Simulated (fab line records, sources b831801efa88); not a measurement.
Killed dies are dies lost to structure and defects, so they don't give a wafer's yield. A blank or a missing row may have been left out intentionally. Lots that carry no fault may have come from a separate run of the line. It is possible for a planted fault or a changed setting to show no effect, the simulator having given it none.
What tool caused it? | flow gf180mcu | 14 lots, 40 wafers sampled, at 5 steps of a route of 602

## WHAT THE GAUGES SHOWED, per wafer
GF_VT_IMPLANT_OVL_MEAS_18.
lot  | measured     | on         | VT_IMPLANT_01_OVL (nm)
L727 | day 6 04:35  | overlay-02 | 1.0 2.5 1.6
L729 | day 6 18:38  | overlay-01 | 2.3 0.5 0.0
L731 | day 7 07:50  | overlay-01 | 1.1 0.9 3.0
L732 | day 7 13:04  | overlay-01 | 1.3 1.7 2.5
L733 | day 7 19:20  | overlay-01 | -1.8 -2.4 -1.5
L734 | day 8 02:34  | overlay-01 | 4.2 4.3 2.2
L735 | day 8 08:50  | overlay-02 | 1.2 2.4 1.7
L736 | day 8 12:37  | overlay-02 | 2.0 2.4 2.5
L738 | day 9 04:02  | overlay-02 | 3.3
L741 | day 9 21:35  | overlay-01 | 0.4 0.6 1.1
L742 | day 10 05:29 | overlay-02 | 3.7 1.1 2.9
L745 | day 11 00:11 | overlay-02 | 0.5 -0.5 0.3
L746 | day 11 05:56 | overlay-01 | -0.5 1.6 -1.7
L747 | day 11 11:56 | overlay-01 | 0.9 1.2 1.5

GF_HV_LDD_OVL_MEAS_08.
lot  | measured     | on         | HV_LDD_OVL (nm)
L727 | day 9 21:58  | overlay-02 | -1.3 -1.1 -2.5
L729 | day 10 12:39 | overlay-02 | -1.0 0.1 1.0
L731 | day 11 04:31 | overlay-01 | -0.4 0.3 -1.1
L732 | day 11 13:16 | overlay-02 | 0.8 0.6 0.1
L733 | day 11 19:11 | overlay-02 | -0.1 2.5 0.3
L734 | day 12 04:48 | overlay-01 | -2.6 -1.8 -1.8
L735 | day 12 11:09 | overlay-02 | 0.6 0.1 1.2
L736 | day 12 14:40 | overlay-02 | -0.8 -3.4 -0.7
L738 | day 13 08:31 | overlay-02 | -3.4
L741 | day 14 06:14 | overlay-01 | 1.1 -1.0 -1.1
L742 | day 14 16:40 | overlay-02 | -1.8 0.1 -3.1
L745 | day 15 13:21 | overlay-02 | -1.0 -1.4 -0.7
L746 | day 15 17:14 | overlay-02 | 1.2 -2.7 -3.1
L747 | day 16 02:26 | overlay-01 | 0.1 -0.5 -1.0

GF_HV_LDD_CD_MEAS_19 targets a cd of 400 nm.
lot  | measured     | on        | cd-nm (nm)
L727 | day 10 16:25 | cd-sem-02 | 402.7 402.5 402.2
L729 | day 11 07:15 | cd-sem-02 | 409.2 407.5 409.4
L731 | day 11 23:34 | cd-sem-02 | 400.5 400.4 400.1
L732 | day 12 07:59 | cd-sem-02 | 400.0 399.4 400.2
L733 | day 12 14:29 | cd-sem-01 | 402.7 403.0 403.6
L734 | day 13 00:55 | cd-sem-01 | 401.2 402.6 401.4
L735 | day 13 07:10 | cd-sem-02 | 401.4 400.4 401.0
L736 | day 13 10:53 | cd-sem-01 | 401.6 401.5 403.0
L738 | day 14 04:28 | cd-sem-01 | 397.6
L741 | day 15 03:46 | cd-sem-02 | 401.3 402.1 401.8
L742 | day 15 14:05 | cd-sem-01 | 405.2 404.5 403.6
L745 | day 16 11:12 | cd-sem-01 | 401.5 400.9 402.4
L746 | day 16 16:07 | cd-sem-01 | 405.8 401.5 403.0
L747 | day 17 00:56 | cd-sem-01 | 399.7 402.8 400.4

## WHICH TOOL RAN EACH LOT (tool, then ch and the chambers of the sampled wafers, then the start)
lot  | GF_STI_ETCH_14                  | GF_STI_STRIP_15
L727 | rie-si-01 ch 0,1,3, day 2 02:04 | plasma-asher-01 ch 0,1, day 2 02:11
L729 | rie-si-02 ch 1,2,3, day 2 11:46 | plasma-asher-03 ch 0,1, day 2 11:50
L731 | rie-si-01 ch 0,2,3, day 2 23:02 | plasma-asher-01 ch 0,1, day 2 23:09
L732 | rie-si-01 ch 1,3, day 3 04:38   | plasma-asher-02 ch 0,1, day 3 04:42
L733 | rie-si-02 ch 0,1,2, day 3 08:19 | plasma-asher-02 ch 0, day 3 08:23
L734 | rie-si-02 ch 1,2,3, day 3 13:47 | plasma-asher-03 ch 0,1, day 3 13:51
L735 | rie-si-02 ch 2,3, day 3 18:49   | plasma-asher-01 ch 0,1, day 3 18:55
L736 | rie-si-02 ch 1,2, day 3 23:35   | plasma-asher-03 ch 0,1, day 3 23:39
L738 | rie-si-02 ch 3, day 4 10:55     | plasma-asher-03 ch 0, day 4 11:01
L741 | rie-si-01 ch 0,1,2, day 5 02:10 | plasma-asher-01 ch 0, day 5 02:14
L742 | rie-si-02 ch 0,1,3, day 5 06:58 | plasma-asher-02 ch 0,1, day 5 07:04
L745 | rie-si-01 ch 0,2,3, day 5 21:58 | plasma-asher-01 ch 0,1, day 5 22:02
L746 | rie-si-01 ch 0,2, day 6 03:17   | plasma-asher-03 ch 0,1, day 6 03:21
L747 | rie-si-01 ch 0,1,2, day 6 08:52 | plasma-asher-01 ch 0,1, day 6 08:56
- GF_STI_ETCH_14: etches Si in HBr/Cl2/O2, target depth 360 nm, time 102.9 s.
- GF_STI_STRIP_15: strips in O2/N2.

## AS READ BY THE TOOLS THEMSELVES (means over the sampled wafers that have a number; for cases with no such wafer, the mark the record gives instead)
GF_STI_ETCH_14.
lot  | tool      | drypump-motor-current-A (A) | he-backside-leak-sccm (sccm) | oes-product-au (a.u.) | run-length-s (s) | throttle-valve-pct (%)
L727 | rie-si-01 | 6.0                         | 2.94                         | 1.003                 | 131.4            | 25.648
L729 | rie-si-02 | 6.4                         | 2.95                         | 1.013                 | 131.2            | 25.643
L731 | rie-si-01 | 5.9                         | 2.92                         | 1.014                 | 131.0            | 25.649
L732 | rie-si-01 | 5.9                         | 2.76                         | 1.008                 | 131.6            | 25.662
L733 | rie-si-02 | 6.2                         | 2.97                         | 1.002                 | 130.8            | 25.648
L734 | rie-si-02 | 6.4                         | 2.92                         | 1.006                 | 131.3            | 25.647
L735 | rie-si-02 | 6.6                         | 3.06                         | 1.010                 | 131.3            | 25.655
L736 | rie-si-02 | 6.3                         | 3.11                         | 1.001                 | 130.9            | 25.657
L738 | rie-si-02 | 6.8                         | 2.76                         | 1.013                 | 102.2            | 25.663
L741 | rie-si-01 | 5.9                         | 2.91                         | 1.011                 | 131.1            | 25.648
L742 | rie-si-02 | 6.3                         | 2.73                         | 1.009                 | 121.7            | 25.647
L745 | rie-si-01 | 6.0                         | 2.86                         | 1.000                 | 131.0            | 25.662
L746 | rie-si-01 | 5.9                         | 2.88                         | 0.999                 | 131.0            | 25.656
L747 | rie-si-01 | 5.9                         | 3.04                         | 1.007                 | 131.2            | 25.652

GF_STI_STRIP_15.
lot  | tool            | drypump-motor-current-A (A) | heater-power-w (W) | n2-flow-sccm (sccm) | oes-product-au (a.u.) | strip-time-to-endpoint-s (s)
L727 | plasma-asher-01 | 6.15                        | 332                | 300.3               | 0.384                 | 3.79
L729 | plasma-asher-03 | 6.22                        | 317                | 299.8               | 0.382                 | 3.75
L731 | plasma-asher-01 | 6.29                        | 318                | 300.0               | 0.387                 | 3.81
L732 | plasma-asher-02 | 5.62                        | 306                | 300.9               | 0.381                 | 3.74
L733 | plasma-asher-02 | 5.64                        | 305                | 300.0               | 0.386                 | 3.81
L734 | plasma-asher-03 | 6.21                        | 309                | 300.4               | 0.386                 | 3.72
L735 | plasma-asher-01 | 6.15                        | 339                | 300.4               | 0.389                 | 3.79
L736 | plasma-asher-03 | 6.13                        | 330                | 300.7               | 0.387                 | 3.73
L738 | plasma-asher-03 | 6.33                        | 295                | 300.4               | 0.404                 | 4.10
L741 | plasma-asher-01 | 6.42                        | 297                | 300.3               | 0.383                 | 3.72
L742 | plasma-asher-02 | 5.62                        | 306                | 300.5               | 0.391                 | 3.93
L745 | plasma-asher-01 | 6.14                        | 328                | 299.5               | 0.387                 | 3.78
L746 | plasma-asher-03 | 6.15                        | 334                | 300.6               | 0.391                 | 3.80
L747 | plasma-asher-01 | 6.28                        | 310                | 300.4               | 0.386                 | 3.77

## THE ANSWER, worked out from the rows above alone
Rule: the lots themselves supply what counts as usual. Put in order of their means at a reading, lots are off if they are a third of the lots or fewer, leave a main group of 4 or more, and stand apart from it by a gap of 3 or more times the standard deviation of the main group's means; of several such gaps the widest counts. Not used: any main group whose means are identical at the precision the tables above print for the reading. A lot without any number at a reading at which 4 lots or more have one is off too. The other lots that the step has rows for count as sound. First the gauges in route order, then the tools' own readings, where a lot's mean is used as printed above. At the first step where some lot is off, the reading lying furthest off is the one used; lots without a number count as furthest.
Off: L738, L742, at GF_STI_ETCH_14 (run-length-s). The main group has a mean of 131.2 s with a standard deviation of 0.22.
A tool fits if, at that step or a process step before it, it ran every lot that is off, and no sound lot after the first of them. One fits: rie-si-02 at GF_STI_ETCH_14. A fault onset in the window from L736 (day 3 23:35, its last sound lot) to L738 (day 4 10:55, its first lot off) fits.
The tool's own readings at GF_STI_ETCH_14 bear it out: on the lots that are off they differ by more than 5 times the standard deviation of the sound lots' means. run-length-s reads 112.0 s there against 131.2 s on the sound lots.

## WHAT THE SIMULATOR HAD INSERTED
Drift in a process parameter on rie-si-02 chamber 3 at GF_STI_ETCH_14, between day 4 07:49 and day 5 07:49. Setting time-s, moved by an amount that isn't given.
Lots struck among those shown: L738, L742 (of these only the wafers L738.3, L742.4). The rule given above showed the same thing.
